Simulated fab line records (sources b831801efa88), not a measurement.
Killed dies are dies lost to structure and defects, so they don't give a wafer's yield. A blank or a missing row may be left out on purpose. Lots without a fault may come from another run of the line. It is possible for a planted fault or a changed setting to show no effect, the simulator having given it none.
What tool caused it? -- flow gf180mcu -- 18 wafers from 6 lots sampled at 2 of the route's 602 steps

== WHAT EACH GAUGE READ, for each wafer ==
GF_V4_BOW_MEAS_05.
lot,measured,on,V4_BOW (um)
L569,day 23 23:02,film-metro-04,140 131 138
L577,day 26 22:48,film-metro-02,129 123 134
L581,day 28 04:11,film-metro-04,113 115 118
L584,day 28 20:21,film-metro-02,141 134 158
L586,day 29 08:44,film-metro-01,134 135 133
L589,day 30 04:43,film-metro-04,145 142 143

== TOOL THAT RAN EACH LOT (tool first, then ch and the chambers of the sampled wafers, then the start) ==
lot,GF_M4_METAL_ETCH_16
L569,"rie-metal-02 ch 0,1, day 23 21:49"
L577,"rie-metal-02 ch 0,1, day 26 21:34"
L581,"rie-metal-02 ch 0,1, day 28 02:55"
L584,"rie-metal-04 ch 0,1, day 28 19:04"
L586,"rie-metal-02 ch 1, day 29 07:28"
L589,"rie-metal-03 ch 0,1, day 30 03:28"
- GF_M4_METAL_ETCH_16: etches the open film in Cl2/BCl3, stops on SiO2, target depth 627.5 nm, time 104.6 s.

== THE ANSWER, worked out from the rows above alone ==
Rule: the lots themselves supply what counts as usual. The widest of any qualifying gaps counts: lots, ordered by their means at a reading, are off when they make up no more than a third of the lots, leave a main group of 4 or more, and stand apart from it by 3 or more times the standard deviation of that group's means. The tables above print the reading to a certain number of digits; a main group whose means all agree to those digits is not used. A lot without any number at a reading at which 4 lots or more have one is off too. Any other lot the step has rows for is counted as sound.
None of the lots is off at any reading shown; this tells nothing.

== WHAT HAD BEEN PUT IN BY THE SIMULATOR ==
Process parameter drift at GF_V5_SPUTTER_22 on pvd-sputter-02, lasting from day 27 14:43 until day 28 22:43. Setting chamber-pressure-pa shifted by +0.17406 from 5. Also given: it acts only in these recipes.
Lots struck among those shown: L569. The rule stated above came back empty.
